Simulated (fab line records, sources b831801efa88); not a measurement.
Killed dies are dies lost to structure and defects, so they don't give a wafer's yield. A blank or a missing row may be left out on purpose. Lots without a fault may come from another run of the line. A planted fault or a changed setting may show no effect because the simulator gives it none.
Problem report in the 8D (eight disciplines) form, filled by code | flow gf180mcu | the parts of the form that need people (team, actions taken, sign-off) are left out

1. THE PROBLEM
CONTACT_W_RS at GF_CONTACT_RS_MEAS_25 reads a mean of 0.229 ohm/sq on 9 wafers of 3 lots; wafers without a fault read 0.380 ohm/sq with a standard deviation of 0.0055. That is -27 standard deviations from the usual mean.
The step: measures by four-point-probe.
First seen on wafer L523.2, day 21 18:23, on film_metro-03. The record holds 33 wafers of 11 lots with a number at this step. Rule for "out", or "out of limits": more than 4 standard deviations from the usual mean. The other wafers with a number count as sound.

2. WHAT IT IS AND WHAT IT IS NOT
question                    | is                     | is not
which readings at this step | CONTACT_W_RS           | -
which lots                  | L523, L524, L525       | L512, L513, L514, L517, L519, L520, L521, L530
which wafers of those lots  | all that have a number | -
read on which gauges        | film_metro-03          | film_metro-02, film_metro-04
when                        | from day 21 18:23      | up to then (21 sound wafers); but 3 sound wafers of L530 came after

3. SUSPECTS, AND WHAT RULES EACH OUT
Counting: a tool at a process step up to the reading stays a suspect if it ran every lot that is out and no sound lot after the first of them.
- the gauge at GF_CONTACT_RS_MEAS_25: ruled out. All the wafers that are out were read on film_metro-03, but those of them that GF_CONTACT_CVD_24 has rows for are out there too, on other tools.
- cvd_w-01 at GF_CONTACT_CVD_24 (deposits W, target thk 300 nm, time 90.339 s): kept. It ran every lot that is out, first L523 (day 21 18:12), and no sound lot after that; its last sound lot up to then is L521 (day 20 22:22). Its own readings are out on those wafers: susceptor_temp_C.
Left after counting: cvd_w-01 at GF_CONTACT_CVD_24.

4. THE CAUSE (what the simulator had put in)
Process parameter drift: cvd_w-01, from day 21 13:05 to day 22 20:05, at GF_CONTACT_CVD_24. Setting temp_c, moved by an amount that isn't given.
Counting left only this tool.

5. THE CHAIN OF EFFECTS, in route order
Each row: a reading whose mean over the struck wafers that have a number lies more than 3 standard deviations from the usual. Only readings for which the record gives a usual standard deviation are gone through. hours: the time from each lot's start at the first step in this table that gives one to its start at this step, as a median over the lots. sigmas: the change in usual standard deviations.
hours | step                   | reading            | usual        | on struck wafers | change | sigmas
0     | GF_CONTACT_CVD_24      | susceptor_temp_C   | 400.01 C     | 443.05           | +43.04 | +99 or more
0     | GF_CONTACT_RS_MEAS_25  | CONTACT_W_RS       | 0.380 ohm/sq | 0.229            | -0.151 | -27
0     | GF_CONTACT_THK_MEAS_26 | CONTACT_W_THK      | 292 nm       | 472              | +180   | +43
0     | GF_CONTACT_CMP_27      | time_to_endpoint_s | 73 s         | 122              | +49    | +13
The process steps in it:
- GF_CONTACT_CVD_24: deposits W, target thk 300 nm, time 90.339 s.
- GF_CONTACT_CMP_27: polishes, stops on SiO2, t overpolish 15 s, target thk 0 nm.
Later measuring or inspecting steps at which every struck wafer that the step has a row for has a number for every such reading, and none has moved that far: GF_M1_RS_MEAS_05.

6. WHAT WOULD HAVE CAUGHT IT SOONER
In this record the first reading out of limits at a measuring or inspecting step was taken at day 21 18:23, 5 hours after the fault began at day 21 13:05.
The tool's own readings at GF_CONTACT_CVD_24 were out on every struck wafer that the step has a row for (susceptor_temp_C): an alarm limit on them would have fired on the first of those.
Of the lots that are out (3), L524, L525 began GF_CONTACT_CVD_24 on cvd_w-01 after day 21 18:23. A hold on the tool at that time would have spared those 2.
